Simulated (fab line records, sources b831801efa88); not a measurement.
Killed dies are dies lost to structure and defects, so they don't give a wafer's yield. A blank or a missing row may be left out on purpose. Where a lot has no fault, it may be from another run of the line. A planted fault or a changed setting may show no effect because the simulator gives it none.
A lot that was struck, set against a sound lot    flow gf180mcu    18 steps out of a route of 602
Sound: these wafers, L614.2, L614.5, L614.6. Wafers struck: L631.1, L631.3, L631.6. At the end, the cause is stated.
Per side, at each step with rows, come the tool, then ch with its chambers, and then its first start. Under that, the readings that differ: sound wafers    struck wafers    difference of the means    sigmas: that difference in standard deviations of wafers without a fault.
alike: readings with means less than 2 such deviations apart, plus words and numbers identical on both sides. not compared: withheld readings, readings lacking a value on some wafer, bounds such as >300 that could conceal the same value, and numbers that have no deviation in the record and whose values overlap.
The two part at a step that has a row with sigmas, a row that says differs or no value, or rows on one side only. Non-overlapping numbers with no deviation appear without sigmas and do not part them. Lack of a reading on every wafer of one side parts them only where that side has two or more wafers.

first, 1 step without rows for these wafers: GF_V5_CMP_26 (polishes, stops on SiO2, t overpolish 15 s, target thk 0 nm).
GF_TOP_METAL_SPUTTER_00: material Ti, target thk 37.5 nm, time 150 s.
  sound on pvdSputter-02, day 27 10:37; struck on pvdSputter-03, day 32 08:04
  alike: throttleValvePct
GF_TOP_METAL_SPUTTER_01: material TiN, target thk 30 nm, time 25 s.
  sound on pvdSputter-02, day 27 10:43; struck on pvdSputter-03, day 32 08:10
  alike: throttleValvePct
GF_TOP_METAL_SPUTTER_02: material AlCu, target thk 900 nm, time 47.82 s.
  sound on pvdSputter-02, day 27 10:44; struck on pvdSputter-03, day 32 08:11
  alike: throttleValvePct
GF_TOP_METAL_SPUTTER_03: material Ti, target thk 5 nm, time 3.3 s.
  sound on pvdSputter-02, day 27 10:47; struck on pvdSputter-03, day 32 08:14
  alike: throttleValvePct
GF_TOP_METAL_SPUTTER_04: material TiN, target thk 25 nm, time 20.8 s.
  sound on pvdSputter-02, day 27 10:49; struck on pvdSputter-03, day 32 08:15
  alike: throttleValvePct
GF_TOP_METAL_RS_MEAS_05: measurement is done with a four-point probe.
  sound on filmMetro-03, day 27 10:51; struck on filmMetro-02, day 32 08:17
  alike: TOP_METAL_ALCU_RS
GF_TOP_METAL_THK_MEAS_06: measures by xrf.
  sound on filmMetro-03, day 27 10:58; struck on filmMetro-02, day 32 08:24
  alike: TOP_METAL_ALCU_THK
then, 4 steps without rows for these wafers: GF_TOP_METAL_DEHYDRATE_07 (time 60 s); GF_TOP_METAL_HMDS_08 (prime time 60 s); GF_TOP_METAL_COAT_09 (resist thk 1500 nm); GF_TOP_METAL_SOFTBAKE_10 (time 60 s).
GF_TOP_METAL_EXPOSE_11: exposes mask MetalTop, target cd 440 nm.
  sound on ilineStepper-02 ch 0, day 27 21:08; struck on ilineStepper-01 ch 0, day 32 16:28
reading                          sound              struck             difference  sigmas
model.TOP_METAL.overlayXNm (nm)  1.333 1.333 1.333  126.2 126.2 126.2  +124.9      
  alike: mask
then, 2 steps without rows for these wafers: GF_TOP_METAL_PEB_12; GF_TOP_METAL_DEVELOP_13 (develop time 60 s).
GF_TOP_METAL_CD_MEAS_14 targets a cd of 440 nm.
  sound on cdSem-02, day 28 07:01; struck on cdSem-01, day 33 00:04
  alike: cdNm
GF_TOP_METAL_OVL_MEAS_15:
  sound on overlay-01, day 28 07:07; struck on overlay-02, day 33 00:23
reading             sound          struck             difference  sigmas
TOP_METAL_OVL (nm)  -0.6 0.8 -0.8  129.1 128.6 129.8  +129.4      +92
  not compared: hold
next, for these wafers, 1 step has no rows: GF_PASSIVATION_PROBE_99.

== WHERE THEY PART ==
At GF_TOP_METAL_OVL_MEAS_15 and nowhere else, as far as this record goes.

WHY: whatever the simulator had introduced
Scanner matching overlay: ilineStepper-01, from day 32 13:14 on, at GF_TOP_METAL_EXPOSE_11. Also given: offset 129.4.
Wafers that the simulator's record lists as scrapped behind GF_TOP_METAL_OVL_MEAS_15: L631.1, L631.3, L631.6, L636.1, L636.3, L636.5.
